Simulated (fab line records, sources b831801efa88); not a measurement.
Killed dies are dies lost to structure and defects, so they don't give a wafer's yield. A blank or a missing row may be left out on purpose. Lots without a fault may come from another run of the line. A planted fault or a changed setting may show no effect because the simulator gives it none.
One fault seen from 2 desks | flow gf180mcu | each desk has only its own numbers; what lay behind them comes last

THE METROLOGY DESK
What the gauges read, lot by lot, whatever tool the lot ran on: means of the sampled wafers that have a number. A lot is out of limits, marked OUT, if its mean lies more than 4 standard deviations from the usual mean; the brackets give that distance.
Columns: A = MVPSD_OVL at GF_MVPSD_OVL_MEAS_07, usual -2.2 nm; B = cd_nm at GF_POLY_GATE_CD_MEAS_10, usual 280.3 nm
lot  | first seen here | A    | B
L846 | day 5 00:33     | -2.4 | 278.5
L848 | day 5 12:29     | -2.2 | 282.5
L849 | day 5 18:13     | -3.5 | 278.9
L850 | day 6 00:12     | -0.8 | 281.1
L851 | day 6 06:20     | -3.5 | 279.9
L852 | day 6 12:46     | -3.1 | 279.3
L853 | day 6 15:53     | -6.4 | 281.7
L854 | day 7 00:17     | -1.7 | 279.4
L855 | day 7 05:33     | -0.6 | 280.5
L856 | day 7 09:56     | -1.0 | 279.0
L862 | day 8 20:03     | 0.7  | 278.3
L864 | day 9 09:35     | -0.3 | 277.8
L869 | day 10 20:02    | -2.4 | 281.1
L868 | day 10 20:08    | -2.5 | 280.4
This desk's finding: nothing out of limits on any of the 14 lots.

THE TOOL OWNER'S DESK: litho_track-01
The tool's own readings at GF_POLY_GATE_SOFTBAKE_06 (time 60 s): means of the sampled wafers that have a number, for each lot that ran on this tool. A lot is out of limits, marked OUT, if its mean lies more than 4 standard deviations from the usual mean; the brackets give that distance.
Columns: A = run_length_s at GF_POLY_GATE_SOFTBAKE_06, usual 89.03 s
lot  | first seen here | A
L846 | day 8 18:00     | 89.05
L849 | day 9 16:00     | 89.16
L856 | day 11 15:00    | 89.06
L862 | day 13 06:00    | 102.45 (+89) OUT
L864 | day 13 23:00    | 102.42 (+89) OUT
This desk's finding: out of limits on L862, L864; first on L862, day 13 06:00 (run_length_s at GF_POLY_GATE_SOFTBAKE_06). In limits: L846, L849, L856.

PUT TOGETHER
The tool owner's desk could have raised an alarm at day 13 06:00, on L862, L864.
The metrology desk saw nothing out of limits.
The metrology desk has L862, L864 on record, within its limits.
Of the lots named, all ran GF_POLY_GATE_SOFTBAKE_06 on litho_track-01.

WHAT THE SIMULATOR HAD PUT IN
Process parameter drift: litho_track-01, from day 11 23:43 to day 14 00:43, at GF_POLY_GATE_SOFTBAKE_06. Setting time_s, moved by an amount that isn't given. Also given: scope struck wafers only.
Lots struck among those shown: L862, L864.
Hours from the fault's start to each desk's first reading out of limits: the tool owner's desk, 30.
